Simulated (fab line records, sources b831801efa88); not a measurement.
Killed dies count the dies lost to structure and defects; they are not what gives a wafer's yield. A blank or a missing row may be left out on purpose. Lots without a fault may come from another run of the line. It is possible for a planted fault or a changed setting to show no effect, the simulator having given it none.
Struck lot and sound lot, side by side :: flow gf180mcu :: 13 steps out of a route of 602
Sound: wafers L695.2, L695.4, L695.5. The struck wafers were L688.1, L688.2, L688.5. The cause comes at the end.
Each step with rows lists, per side, the tool, then ch with its chambers, then its first start. Under that, the readings that differ: sound wafers :: struck wafers :: difference of the means :: sigmas: that difference in standard deviations of wafers without a fault.
alike: a reading whose means differ by less than 2 such deviations, as well as words and numbers matching on both sides. not compared: withheld readings; readings where some wafer has no value; bounds like >300 that might hide an equal value; numbers whose values overlap and for which the record gives no deviation.
Wherever a step has rows on one side only, a row that says differs or no value, or a row with sigmas, the two part there. Numbers that don't overlap but have no deviation are shown without sigmas and don't part them. Lack of a reading on every wafer of one side parts them only where that side has two or more wafers.

GF_V5_CD_MEAS_14: target cd 260 nm.
  sound: cd_sem-02 at day 33 05:31; struck: cd_sem-02 at day 31 13:01
  alike: cd_nm
GF_V5_OVL_MEAS_15:
  sound: overlay-02 at day 33 05:37; struck: overlay-01 at day 31 13:08
  alike: V5_OVL
then, 1 step without rows for these wafers: GF_V5_ETCH_16 (etches BARC in N2/H2).
GF_V5_ETCH_17: etches SiO2 in C4F8/O2/Ar, stops on TiN, target depth 855 nm.
  sound: rie_diel-01 ch 0,2,3; struck: rie_diel-01 ch 0,1,3
  alike: oes_product_au
GF_V5_STRIP_18: strips in O2/N2.
  sound on plasma_asher-02 ch 0,1, day 33 05:49; struck on plasma_asher-01 ch 0,1, day 31 13:19
  alike: drypump_motor_current_A, heater_power_w, n2_flow_sccm, oes_product_au
  not compared: rf_hours_counter_h
then, 2 steps without rows for these wafers: GF_V5_STRIP_19 (strips in post etch residue remover, time 1200 s); GF_V5_CLEAN_20 (cleans in DIW).
GF_V5_SPUTTER_21: material Ti, target thk 15 nm, time 80.02 s.
  sound: pvd_sputter-02 at day 33 06:20; struck: pvd_sputter-03 at day 31 13:52
  alike: substrate_temp_c, throttle_valve_pct
GF_V5_SPUTTER_22: material TiN, target thk 10 nm, time 40 s.
  sound: pvd_sputter-02 at day 33 06:24; struck: pvd_sputter-03 at day 31 13:56
  alike: throttle_valve_pct
GF_V5_CVD_23: deposits W, target thk 350 nm, time 104.9 s.
  sound on cvd_w-02 ch 0,1, day 33 06:26; struck on cvd_w-01 ch 0,1, day 31 13:58
  alike: heater_power_w
GF_V5_RS_MEAS_24: measures by four-point-probe.
  sound: film_metro-02 at day 33 06:34; struck: film_metro-01 at day 31 14:05
  alike: V5_W_RS
GF_V5_THK_MEAS_25: measures by xrf.
  sound: film_metro-02 at day 33 06:41; struck: film_metro-01 at day 31 14:13
  alike: V5_W_THK
GF_V5_CMP_26: polishes, stops on SiO2, t overpolish 15 s, target thk 0 nm.
  sound on cmp-02 ch 1,2,3, day 33 06:54; struck on cmp-01 ch 0,2, day 31 14:19
  no value came back on the struck wafers for any of 6 readings (edge_zone_pressure_frac, head_pressure_psi (psi) and others); on the sound wafers edge_zone_pressure_frac reads 1.002 1.005 1.000
reading: model.W_of_V5_CVD_23.thk_nm (nm)
sound: 0 0 0
struck: 349.9 345 347.4
difference: +347.4
sigmas: 

== WHERE THEY PART ==
At GF_V5_CMP_26 and nowhere else, as far as this record goes.

WHY: whatever the simulator had introduced
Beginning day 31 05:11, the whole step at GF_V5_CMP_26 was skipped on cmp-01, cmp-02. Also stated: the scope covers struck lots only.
